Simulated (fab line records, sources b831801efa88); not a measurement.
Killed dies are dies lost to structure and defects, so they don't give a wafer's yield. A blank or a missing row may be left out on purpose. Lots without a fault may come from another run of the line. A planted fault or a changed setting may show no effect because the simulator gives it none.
A struck lot beside a sound one | flow sky130 | 43 steps out of a route of 708
Sound: wafers L937.2, L937.5, L937.6. Struck: wafers L943.1, L943.2, L943.3. The cause comes at the end.
At each step with rows: each side's tool, then ch and its chambers, then its first start. Under that, the readings that differ: sound wafers | struck wafers | difference of the means | sigmas: that difference in standard deviations of wafers without a fault.
alike: readings whose means differ by less than 2 such deviations, and words and numbers that are the same on both sides. not compared: withheld readings, readings that some wafer has no value for, bounds like >300 that may hide the same value, and numbers for which the record gives no deviation and whose values overlap.
The two part at a step that has a row with sigmas, a row that says differs or no value, or rows on one side only. Numbers that don't overlap but have no deviation are shown without sigmas and don't part them. A reading that every wafer of one side lacks parts them only if that side has two wafers or more.

first, 8 steps without rows for these wafers: SKY_VIA2_DEHYDRATE_04 (time 60 s); SKY_VIA2_HMDS_05 (prime time 60 s); SKY_VIA2_COAT_06 (resist thk 60 nm); SKY_VIA2_COAT_07 (resist thk 450 nm); SKY_VIA2_SOFTBAKE_08 (time 90 s); SKY_VIA2_EXPOSE_09 (exposes mask VIM2, target cd 200 nm); SKY_VIA2_PEB_10; SKY_VIA2_DEVELOP_11 (develop time 60 s).
SKY_VIA2_CD_MEAS_12: target cd 200 nm.
  sound on cd_sem-01, day 39 01:44; struck on cd_sem-02, day 40 19:43
  alike: cd_nm
SKY_VIA2_OVL_MEAS_13:
  sound on overlay-02, day 39 01:50; struck on overlay-01, day 40 19:50
  alike: VIA2_OVL
then, 1 step without rows for these wafers: SKY_VIA2_ETCH_14 (etches BARC in N2/H2, stops on SiO2, time 45.9 s, target depth 60 nm).
SKY_VIA2_ETCH_15: etches SiO2 in C4F8/O2/Ar, stops on TiN, target depth 546 nm, time 84 s.
  sound on rie_diel-01 ch 1,3, day 39 01:55; struck on rie_diel-03 ch 0,1,2, day 40 19:55
  alike: oes_product_au
  not compared: rf_hours_counter_h
SKY_VIA2_STRIP_16: strips in O2/N2.
  sound on plasma_asher-04 ch 0,1, day 39 01:59; struck on plasma_asher-04 ch 0,1, day 40 19:59
  alike: drypump_motor_current_A, oes_product_au, strip_time_to_endpoint_s
  not compared: rf_hours_counter_h
then, 5 steps without rows for these wafers: SKY_VIA2_STRIP_17 (strips in post etch residue remover, time 1200 s); SKY_VIA2_CLEAN_18 (cleans in IPA, time 180 s); SKY_VIA2_CLEAN_19 (cleans in O3/DIW); SKY_VIA2_SPUTTER_20 (material TiN, target thk 20 nm, time 80 s); SKY_VIA2_CVD_21 (deposits W, target thk 420 nm, time 126.4 s).
SKY_VIA2_RS_MEAS_22: measures by four-point-probe.
  sound on film_metro-04, day 39 02:47; struck on film_metro-04, day 40 20:46
  alike: VIA2_W_RS
SKY_VIA2_THK_MEAS_23: measures by xrf.
  sound on film_metro-04, day 39 02:53; struck on film_metro-04, day 40 20:53
  alike: VIA2_W_THK
then, 1 step without rows for these wafers: SKY_VIA2_CMP_24 (polishes, stops on SiO2, t overpolish 20 s, target thk 0 nm).
SKY_METAL3_SPUTTER_00: material Ti, target thk 15 nm, time 10 s.
  sound on pvd_sputter-01, day 39 03:14; struck on pvd_sputter-01, day 40 21:14
  alike: throttle_valve_pct
then, 1 step without rows for these wafers: SKY_METAL3_SPUTTER_01 (material TiN, target thk 20 nm, time 16.7 s).
SKY_METAL3_SPUTTER_02: material AlCu, target thk 735 nm, time 39.1 s.
  sound on pvd_sputter-01, day 39 03:17; struck on pvd_sputter-01, day 40 21:17
  alike: throttle_valve_pct
SKY_METAL3_SPUTTER_03: material Ti, target thk 5 nm, time 3.3 s.
  sound on pvd_sputter-01, day 39 03:20; struck on pvd_sputter-01, day 40 21:20
  alike: throttle_valve_pct
then, 2 steps without rows for these wafers: SKY_METAL3_SPUTTER_04 (material TiN, target thk 70 nm, time 58.3 s); SKY_CAPM_CVD_00 (deposits SiO2, target thk 15.5 nm).
SKY_CAPM_THK_MEAS_01:
  sound on film_metro-03, day 39 03:26; struck on film_metro-03, day 40 21:25
  alike: CAPM_CVD_00_THK
then, 1 step without rows for these wafers: SKY_CAPM_SPUTTER_02 (material TiN, target thk 200 nm, time 166.7 s).
SKY_CAPM_RS_MEAS_03: measures by four-point-probe.
  sound on film_metro-02, day 39 03:37; struck on film_metro-01, day 40 21:35
  alike: CAPM_TIN_RS
SKY_CAPM_THK_MEAS_04: measures by xrf.
  sound on film_metro-02, day 39 03:43; struck on film_metro-01, day 40 21:43
  alike: CAPM_TIN_THK
then, 7 steps without rows for these wafers: SKY_CAPM_DEHYDRATE_05 (time 60 s); SKY_CAPM_HMDS_06 (prime time 60 s); SKY_CAPM_COAT_07 (resist thk 1140 nm); SKY_CAPM_SOFTBAKE_08 (time 60 s); SKY_CAPM_EXPOSE_09 (exposes mask CAPM, target cd 1000 nm); SKY_CAPM_PEB_10; SKY_CAPM_DEVELOP_11 (develop time 60 s).
SKY_CAPM_OVL_MEAS_12:
  sound on overlay-02, day 40 03:47; struck on overlay-01, day 41 21:39
  alike: CAPM_OVL
then, 1 step without rows for these wafers: SKY_CAPM_METAL_ETCH_13 (etches TiN in Cl2/BCl3, stops on SiO2, target depth 220 nm, time 62.9 s).
SKY_CAPM_STRIP_14: strips in O2/N2.
  sound on plasma_asher-02 ch 0,1, day 40 03:53; struck on plasma_asher-01 ch 0,1, day 41 21:46
  alike: drypump_motor_current_A, oes_product_au, strip_time_to_endpoint_s
  not compared: rf_hours_counter_h
then, 1 step without rows for these wafers: SKY_CAPM_STRIP_15 (strips in post etch residue remover, time 1200 s).
-- the record jumps here: 7 days lie between the struck wafers' starts before and after (it left off in module CAPM and takes up again in module PAD_OPEN, whose first step shown is number 708 of the route) --
SKY_PAD_OPEN_PROBE_99:
  the record has rows for the struck wafers here (prober-02, day 49 03:14) and none for the sound ones

WHERE THEY PART
Only at SKY_PAD_OPEN_PROBE_99, within this record.

WHY: what the simulator had put in
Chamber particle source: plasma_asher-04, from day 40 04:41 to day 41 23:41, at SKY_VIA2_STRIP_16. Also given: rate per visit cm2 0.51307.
